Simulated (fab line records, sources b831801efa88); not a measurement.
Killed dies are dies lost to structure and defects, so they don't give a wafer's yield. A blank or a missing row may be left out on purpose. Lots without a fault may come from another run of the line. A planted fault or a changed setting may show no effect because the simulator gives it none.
One fault seen from 2 desks | flow gf180mcu | each desk has only its own numbers; what lay behind them comes last

THE METROLOGY DESK
What the gauges read, lot by lot, whatever tool the lot ran on: means of the sampled wafers that have a number. A lot is out of limits, marked OUT, if its mean lies more than 4 standard deviations from the usual mean; the brackets give that distance.
Columns: A = SAB_OVL at GF_SAB_OVL_MEAS_10, usual -0.2 nm; B = SALICIDE_TIN_THK at GF_SALICIDE_THK_MEAS_05, usual 19.77 nm
lot  | first seen here | A    | B
L859 | day 15 04:31    | -0.6 | 19.12
L861 | day 15 20:07    | 0.9  | 19.56
L860 | day 16 01:13    | -0.2 | 19.82
L864 | day 16 22:46    | 0.5  | 19.90
L865 | day 17 16:30    | 0.7  | 19.68
L869 | day 19 02:29    | 0.9  | 19.99
L870 | day 19 12:58    | 0.4  | 19.96
L871 | day 19 15:53    | -0.0 | 19.85
L872 | day 19 23:58    | 1.7  | 19.99
L875 | day 21 04:06    | -1.4 | 19.76
L876 | day 21 06:25    | 0.1  | 19.84
L878 | day 21 21:14    | 0.1  | 19.70
L879 | day 22 12:32    | -0.2 | 19.99
L882 | day 23 10:34    | -0.5 | 19.61
This desk's finding: nothing out of limits on any of the 14 lots.

THE TOOL OWNER'S DESK: rtp_anneal-02
The tool's own readings at GF_SALICIDE_RTA_06 (time 30 s): means of the sampled wafers that have a number, for each lot that ran on this tool. A lot is out of limits, marked OUT, if its mean lies more than 4 standard deviations from the usual mean; the brackets give that distance.
Columns: A = anneal_temp_c_max at GF_SALICIDE_RTA_06, usual 531.8; B = chamber_o2_ppm at GF_SALICIDE_RTA_06, usual 2.001; C = lamp_power_pct at GF_SALICIDE_RTA_06, usual 6.33 %; D = wafer_temp_C_max at GF_SALICIDE_RTA_06, usual 533.0
lot  | first seen here | A     | B     | C    | D
L859 | day 15 05:08    | 531.8 | 2.029 | 6.09 | 532.4
L860 | day 16 01:50    | 531.7 | 1.984 | 6.09 | 532.9
L871 | day 19 16:31    | 531.3 | 1.993 | 6.09 | 532.3
L875 | day 21 04:44    | 531.5 | 2.036 | 6.09 | 532.6
L876 | day 21 07:02    | 531.3 | 1.994 | 6.09 | 531.9
L878 | day 21 21:59    | 531.6 | 2.035 | 6.09 | 531.5
L882 | day 23 11:11    | 531.3 | 1.983 | 6.10 | 532.1
This desk's finding: nothing out of limits on any of the 7 lots.

PUT TOGETHER
The metrology desk saw nothing out of limits.
The tool owner's desk saw nothing out of limits.

WHAT THE SIMULATOR HAD PUT IN
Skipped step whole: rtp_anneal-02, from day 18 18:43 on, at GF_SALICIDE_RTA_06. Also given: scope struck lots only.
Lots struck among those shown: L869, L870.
